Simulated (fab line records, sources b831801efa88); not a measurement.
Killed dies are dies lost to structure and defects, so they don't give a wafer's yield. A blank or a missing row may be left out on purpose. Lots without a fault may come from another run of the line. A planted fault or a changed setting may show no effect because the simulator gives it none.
Problem report in the 8D (eight disciplines) form, filled by code | flow gf180mcu | the parts of the form that need people (team, actions taken, sign-off) are left out

1. THE PROBLEM
rf_fwd_power_W at GF_CONTACT_ETCH_16 reads a mean of 417.0 W on 2 wafers of 2 lots; wafers without a fault read 495.0 W with a standard deviation of 1.9. That is -41 standard deviations from the usual mean.
The step: etches BARC in N2/H2.
First seen on wafer L903.1, day 19 09:25, on rie_diel-01. The record holds 39 wafers of 13 lots with a number at this step. Rule for "out", or "out of limits": more than 4 standard deviations from the usual mean. The other wafers with a number count as sound.

2. WHAT IT IS AND WHAT IT IS NOT
question                    | is                | is not
which readings at this step | rf_fwd_power_W    | bias_w, drypump_motor_current_A, oes_product_au, throttle_valve_pct
which lots                  | L903, L905        | L895, L896, L898, L899, L901, L902, L910, L913, L915, L916, L917
which wafers of those lots  | L903.1, L905.1    | L903.3, L903.5, L905.5, L905.6
read on which tools         | rie_diel-01       | rie_diel-03, rie_diel-04
when                        | from day 19 09:25 | up to then (20 sound wafers); but 17 sound wafers of L905, L910, L913, L915, L916, L917 came after

3. SUSPECTS, AND WHAT RULES EACH OUT
Counting: a tool at a process step up to the reading stays a suspect if it ran every lot that is out. Sound lots after the first of them don't rule it out here, since some wafers of a struck lot are sound.
- rtp_anneal-02 at GF_SALICIDE_RTA_06 (time 30 s): kept. It ran every lot that is out, first L903 (day 18 07:33); its last sound lot up to then is L902 (day 18 06:48).
- rie_diel-01 at GF_CONTACT_ETCH_16 (etches BARC in N2/H2): kept. It ran every lot that is out, first L903 (day 19 09:25); its last sound lot up to then is L902 (day 19 07:08). Its own readings are out on those wafers: rf_fwd_power_W.
- Within rie_diel-01 at GF_CONTACT_ETCH_16: the wafers that are out ran in chamber 1; their sound lot-mates ran in chambers 2, 3.
Left after counting: rtp_anneal-02 at GF_SALICIDE_RTA_06, rie_diel-01 at GF_CONTACT_ETCH_16.

4. THE CAUSE (what the simulator had put in)
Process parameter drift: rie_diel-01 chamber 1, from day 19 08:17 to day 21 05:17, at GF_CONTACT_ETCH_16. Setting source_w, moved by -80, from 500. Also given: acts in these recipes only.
Counting left 2 suspects, and this tool is among them.

5. THE CHAIN OF EFFECTS, in route order
Each row: a reading whose mean over the struck wafers that have a number lies more than 3 standard deviations from the usual. Only readings for which the record gives a usual standard deviation are gone through. hours: the time from each lot's start at the first step in this table that gives one to its start at this step, as a median over the lots. sigmas: the change in usual standard deviations.
hours | step               | reading        | usual   | on struck wafers | change | sigmas
0     | GF_CONTACT_ETCH_16 | rf_fwd_power_W | 495.0 W | 417.0            | -78.0  | -41
The process steps in it:
- GF_CONTACT_ETCH_16: etches BARC in N2/H2.
Later measuring or inspecting steps at which every struck wafer that the step has a row for has a number for every such reading, and none has moved that far: GF_CONTACT_RS_MEAS_25.

6. WHAT WOULD HAVE CAUGHT IT SOONER
In this record the first reading out of limits was taken at day 19 09:25, 1 hour after the fault began at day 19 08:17.
